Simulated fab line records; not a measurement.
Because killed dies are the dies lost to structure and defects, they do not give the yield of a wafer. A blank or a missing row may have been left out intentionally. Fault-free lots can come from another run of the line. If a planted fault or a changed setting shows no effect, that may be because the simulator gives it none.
Which tool is to blame? | flow gf180mcu | 39 wafers from 13 lots sampled at 5 of the route's 602 steps

## WHAT THE GAUGES READ, wafer by wafer
GF_V2_CD_MEAS_14: the cd target is 260 nm.
lot  | measured     | on        | cd-nm (nm)
L293 | day 21 11:11 | cd-sem-02 | 258.4 258.1 258.3
L294 | day 21 18:36 | cd-sem-02 | 259.6 260.5 260.7
L295 | day 21 23:26 | cd-sem-02 | 262.0 262.1 260.8
L297 | day 22 21:53 | cd-sem-01 | 259.7 259.9 259.5
L299 | day 23 15:17 | cd-sem-01 | 261.3 260.2 261.3
L300 | day 23 20:20 | cd-sem-02 | 258.7 259.8 258.6
L302 | day 24 14:00 | cd-sem-02 | 260.8 260.5 260.6
L304 | day 25 05:05 | cd-sem-02 | 260.0 259.1 258.5
L306 | day 25 17:35 | cd-sem-02 | 259.6 259.9 259.9
L307 | day 26 00:56 | cd-sem-02 | 259.6 258.3 259.1
L309 | day 26 15:38 | cd-sem-02 | 261.0 262.0 261.4
L311 | day 27 07:36 | cd-sem-01 | 258.7 259.4 259.3
L312 | day 27 18:14 | cd-sem-02 | 259.6 259.1 260.3

GF_V2_THK_MEAS_25: measures by xrf.
lot  | measured     | on            | V2_W_THK (nm)
L293 | day 21 12:20 | film-metro-03 | 332 329 332
L294 | day 21 19:44 | film-metro-04 | 337 333 342
L295 | day 22 00:35 | film-metro-03 | 330 333 336
L297 | day 22 23:02 | film-metro-04 | 333 337 337
L299 | day 23 16:32 | film-metro-02 | 340 343 340
L300 | day 23 21:35 | film-metro-03 | 335 336 333
L302 | day 24 15:08 | film-metro-03 | 335 334 337
L304 | day 25 06:14 | film-metro-03 | 328 327 322
L306 | day 25 18:44 | film-metro-04 | 338 331 338
L307 | day 26 02:05 | film-metro-02 | 332 331 334
L309 | day 26 16:47 | film-metro-04 | 332 333 334
L311 | day 27 08:46 | film-metro-02 | 335 332 333
L312 | day 27 19:23 | film-metro-04 | 343 341 333

## WHAT TOOL EACH LOT RAN ON (gives the tool, then ch and the chambers of the sampled wafers, and finally the start)
lot  | GF_MVPSD_COAT_02                 | GF_MVPSD_STRIP_10                    | GF_V2_STRIP_18
L293 | litho-track-04 ch 0, day 5 08:17 | plasma-asher-03 ch 0,1, day 5 16:07  | plasma-asher-03 ch 0,1, day 21 11:28
L294 | litho-track-03 ch 0, day 5 13:38 | plasma-asher-03 ch 0,1, day 5 21:50  | plasma-asher-01 ch 0,1, day 21 18:52
L295 | litho-track-02 ch 0, day 5 17:38 | plasma-asher-04 ch 0,1, day 6 01:29  | plasma-asher-01 ch 1, day 21 23:43
L297 | litho-track-02 ch 0, day 6 08:20 | plasma-asher-03 ch 0,1, day 6 16:19  | plasma-asher-04 ch 0,1, day 22 22:10
L299 | litho-track-04 ch 0, day 6 18:32 | plasma-asher-04 ch 0,1, day 7 02:49  | plasma-asher-04 ch 0,1, day 23 15:34
L300 | litho-track-04 ch 0, day 6 21:35 | plasma-asher-04 ch 0,1, day 7 06:25  | plasma-asher-03 ch 0,1, day 23 20:37
L302 | litho-track-04 ch 0, day 7 13:19 | plasma-asher-01 ch 0,1, day 7 21:47  | plasma-asher-04 ch 0,1, day 24 14:16
L304 | litho-track-04 ch 0, day 7 23:17 | plasma-asher-01 ch 0,1, day 8 08:20  | plasma-asher-04 ch 0,1, day 25 05:22
L306 | litho-track-04 ch 0, day 8 11:05 | plasma-asher-01 ch 0,1, day 8 19:56  | plasma-asher-03 ch 0,1, day 25 17:52
L307 | litho-track-02 ch 0, day 8 15:50 | plasma-asher-01 ch 0,1, day 9 00:53  | plasma-asher-03 ch 1, day 26 01:13
L309 | litho-track-04 ch 0, day 9 02:47 | plasma-asher-01 ch 0, day 9 12:20    | plasma-asher-01 ch 0,1, day 26 15:55
L311 | litho-track-03 ch 0, day 9 17:11 | plasma-asher-01 ch 0,1, day 10 02:32 | plasma-asher-04 ch 0,1, day 27 07:52
L312 | litho-track-02 ch 0, day 9 22:41 | plasma-asher-01 ch 0,1, day 10 08:01 | plasma-asher-01 ch 0,1, day 27 18:31
- GF_MVPSD_COAT_02: resist thk 3000 nm.
- GF_MVPSD_STRIP_10: strips in O2/N2.
- GF_V2_STRIP_18: strips in O2/N2.

## AS READ BY THE TOOLS THEMSELVES (means over the sampled wafers that have a number; for cases with no such wafer, the mark the record gives instead)
GF_MVPSD_STRIP_10.
lot  | tool            | drypump-motor-current-A (A) | heater-power-w (W) | oes-product-au (a.u.) | strip-time-to-endpoint-s (s)
L293 | plasma-asher-03 | 5.7                         | 355                | 0.724                 | 36.77
L294 | plasma-asher-03 | 5.9                         | 357                | 0.724                 | 36.96
L295 | plasma-asher-04 | 6.3                         | 305                | 0.726                 | 36.98
L297 | plasma-asher-03 | 5.9                         | 363                | 0.719                 | 37.03
L299 | plasma-asher-04 | 6.4                         | 301                | 0.724                 | 36.84
L300 | plasma-asher-04 | 6.3                         | 306                | 0.722                 | 36.87
L302 | plasma-asher-01 | 5.5                         | 356                | 0.724                 | 36.93
L304 | plasma-asher-01 | 5.5                         | 352                | 0.723                 | 37.01
L306 | plasma-asher-01 | 5.5                         | 362                | 0.716                 | 22.28
L307 | plasma-asher-01 | 5.3                         | 376                | 0.722                 | 37.02
L309 | plasma-asher-01 | 5.1                         | 399                | 0.718                 | 22.33
L311 | plasma-asher-01 | 5.3                         | 377                | 0.722                 | 36.96
L312 | plasma-asher-01 | 5.3                         | 380                | 0.727                 | 36.94

GF_V2_STRIP_18.
lot  | tool            | drypump-motor-current-A (A) | heater-power-w (W) | oes-product-au (a.u.)
L293 | plasma-asher-03 | 5.9                         | 363                | 0.591
L294 | plasma-asher-01 | 5.5                         | 350                | 0.596
L295 | plasma-asher-01 | 5.7                         | 318                | 0.591
L297 | plasma-asher-04 | 6.1                         | 316                | 0.595
L299 | plasma-asher-04 | 6.1                         | 306                | 0.593
L300 | plasma-asher-03 | 5.9                         | 366                | 0.597
L302 | plasma-asher-04 | 6.1                         | 311                | 0.589
L304 | plasma-asher-04 | 6.4                         | 293                | 0.594
L306 | plasma-asher-03 | 5.9                         | 363                | 0.592
L307 | plasma-asher-03 | 5.5                         | 339                | 0.593
L309 | plasma-asher-01 | 5.5                         | 349                | 0.585
L311 | plasma-asher-04 | 6.1                         | 315                | 0.590
L312 | plasma-asher-01 | 5.5                         | 351                | 0.590

## THE ANSWER, worked out from the rows above alone
Rule: usual is defined by the lots themselves. Put in order of their means at a reading, lots are off if they are a third of the lots or fewer, leave a main group of 4 or more, and stand apart from it by a gap of 3 or more times the standard deviation of the main group's means; of several such gaps the widest counts. If all means in a main group match to the digits the tables above print for the reading, that group is not used. A lot without any number at a reading at which 4 lots or more have one is off too. Where the step has rows for the other lots, those lots are counted as sound. Order of review: gauges by route order, followed by the tools' own readings, for which a lot's mean as printed above is used. The first step at which some lot is off is used, and at that step the reading that is off furthest; a lot without a number counts as furthest.
Off: L306, L309 (GF_MVPSD_STRIP_10, strip-time-to-endpoint-s). For the main group the mean is 36.94 s and the standard deviation 0.077.
A tool fits if, at that step or a process step before it, it ran every lot that is off, and no sound lot after the first of them. One fits: litho-track-04 at GF_MVPSD_COAT_02. Its last sound lot is L304 (day 7 23:17), its first lot that is off L306 (day 8 11:05): a fault that began between those two fits.

## WHAT THE SIMULATOR HAD INSERTED
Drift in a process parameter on litho-track-04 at GF_MVPSD_COAT_02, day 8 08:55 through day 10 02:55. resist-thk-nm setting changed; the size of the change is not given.
Shown lots that were struck: L306, L309. Same finding as the rule above.
